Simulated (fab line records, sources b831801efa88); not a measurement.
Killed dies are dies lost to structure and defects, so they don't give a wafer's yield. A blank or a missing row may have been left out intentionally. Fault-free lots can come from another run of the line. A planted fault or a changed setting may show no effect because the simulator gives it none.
Tool commonality check / flow gf180mcu / Lots sampled 14, wafers sampled 42

REASON IT WAS OPENED
2 of 14 lots carry a flag on the reading HV_LDD_2_TW at GF_HV_LDD_TW_MEAS_23. No-fault wafers: 1055, standard deviation 9.2.
Rule: a lot is flagged when every wafer of it that has a number lies more than 4 standard deviations from that mean, or none has a number. All remaining lots are regarded as sound.

lot=L641; measured=day 11 01:16; on=filmMetro-04; HV_LDD_2_TW, wafer by wafer=1049 1048 1054; flag=
lot=L642; measured=day 11 07:50; on=filmMetro-02; HV_LDD_2_TW, wafer by wafer=1041 1047 1051; flag=
lot=L645; measured=day 12 08:13; on=filmMetro-04; HV_LDD_2_TW, wafer by wafer=1047 1045 1046; flag=
lot=L646; measured=day 12 17:23; on=filmMetro-03; HV_LDD_2_TW, wafer by wafer=1220 1222 1220; flag=FLAGGED
lot=L647; measured=day 13 00:31; on=filmMetro-02; HV_LDD_2_TW, wafer by wafer=1198 1200 1196; flag=FLAGGED
lot=L649; measured=day 13 14:20; on=filmMetro-04; HV_LDD_2_TW, wafer by wafer=1046 1045 1048; flag=
lot=L654; measured=day 15 10:02; on=filmMetro-03; HV_LDD_2_TW, wafer by wafer=1058 1055 1059; flag=
lot=L655; measured=day 15 20:10; on=filmMetro-04; HV_LDD_2_TW, wafer by wafer=1037 1041 1044; flag=
lot=L657; measured=day 16 06:52; on=filmMetro-03; HV_LDD_2_TW, wafer by wafer=1056 1060 1060; flag=
lot=L658; measured=day 16 14:29; on=filmMetro-03; HV_LDD_2_TW, wafer by wafer=1061 1058 1067; flag=
lot=L659; measured=day 16 18:46; on=filmMetro-03; HV_LDD_2_TW, wafer by wafer=1071 1066 1064; flag=
lot=L661; measured=day 17 11:31; on=filmMetro-03; HV_LDD_2_TW, wafer by wafer=1065 1067 1076; flag=
lot=L662; measured=day 17 20:55; on=filmMetro-03; HV_LDD_2_TW, wafer by wafer=1068 1069 1062; flag=
lot=L663; measured=day 18 02:37; on=filmMetro-04; HV_LDD_2_TW, wafer by wafer=1056 1052 1054; flag=
The mean of the flagged lots' numbers is 1209, +154 from the usual (+17 standard deviations).

LOT BY LOT: THE TOOL USED
The record holds 1 process step before the reading, out of a route of 602 steps. Each cell gives the tool, then ch followed by the chambers the sampled wafers passed through, then the start.
lot=L641; flag=; GF_HV_LDD_IMPLANT_21=implanter-02 ch 0, day 11 01:01
lot=L642; flag=; GF_HV_LDD_IMPLANT_21=implanter-03 ch 0, day 11 07:35
lot=L645; flag=; GF_HV_LDD_IMPLANT_21=implanter-02 ch 0, day 12 07:58
lot=L646; flag=FLAGGED; GF_HV_LDD_IMPLANT_21=implanter-03 ch 0, day 12 17:08
lot=L647; flag=FLAGGED; GF_HV_LDD_IMPLANT_21=implanter-03 ch 0, day 13 00:16
lot=L649; flag=; GF_HV_LDD_IMPLANT_21=implanter-01 ch 0, day 13 14:07
lot=L654; flag=; GF_HV_LDD_IMPLANT_21=implanter-02 ch 0, day 15 09:47
lot=L655; flag=; GF_HV_LDD_IMPLANT_21=implanter-02 ch 0, day 15 19:55
lot=L657; flag=; GF_HV_LDD_IMPLANT_21=implanter-02 ch 0, day 16 06:37
lot=L658; flag=; GF_HV_LDD_IMPLANT_21=implanter-02 ch 0, day 16 14:16
lot=L659; flag=; GF_HV_LDD_IMPLANT_21=implanter-02 ch 0, day 16 18:32
lot=L661; flag=; GF_HV_LDD_IMPLANT_21=implanter-01 ch 0, day 17 11:17
lot=L662; flag=; GF_HV_LDD_IMPLANT_21=implanter-02 ch 0, day 17 20:42
lot=L663; flag=; GF_HV_LDD_IMPLANT_21=implanter-02 ch 0, day 18 02:22
What these steps do:
- GF_HV_LDD_IMPLANT_21
- GF_HV_LDD_TW_MEAS_23

FLAGGED OVER TOTAL, TOOL BY TOOL (the gauges that took the reading come last)
step=GF_HV_LDD_IMPLANT_21; tool=implanter-01; lots run=2; flagged=0; share of the flagged lots=none; sound lots run after its first flagged lot=-
step=GF_HV_LDD_IMPLANT_21; tool=implanter-02; lots run=9; flagged=0; share of the flagged lots=none; sound lots run after its first flagged lot=-
step=GF_HV_LDD_IMPLANT_21; tool=implanter-03; lots run=3; flagged=2; share of the flagged lots=all; sound lots run after its first flagged lot=0
step=GF_HV_LDD_TW_MEAS_23; tool=filmMetro-02; lots run=2; flagged=1; share of the flagged lots=some; sound lots run after its first flagged lot=0
step=GF_HV_LDD_TW_MEAS_23; tool=filmMetro-03; lots run=7; flagged=1; share of the flagged lots=some; sound lots run after its first flagged lot=6 (L654,L657,L658,L659,L661,L662)
step=GF_HV_LDD_TW_MEAS_23; tool=filmMetro-04; lots run=5; flagged=0; share of the flagged lots=none; sound lots run after its first flagged lot=-

WHAT THE TABLE ALLOWS
All flagged lots share 1 row of the table, namely implanter-03 at GF_HV_LDD_IMPLANT_21.
- implanter-03 at GF_HV_LDD_IMPLANT_21: 2 of its 3 lots flagged. It ran its last sound lot, L642, at day 11 07:35 and its first flagged lot, L646, at day 12 17:08: a fault with its onset between the two fits. Its own readings lie more than 4 standard deviations out on every wafer of the flagged lots: doseIonsCm2, faradayCurrentUA.
Just one tool remains: implanter-03 at GF_HV_LDD_IMPLANT_21.

WHAT THE SIMULATOR HAD PUT IN
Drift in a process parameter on implanter-03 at GF_HV_LDD_IMPLANT_21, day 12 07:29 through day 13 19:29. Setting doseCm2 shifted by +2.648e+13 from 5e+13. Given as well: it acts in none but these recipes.
Shown lots that were struck: L646, L647. This agrees with what the rule above found.
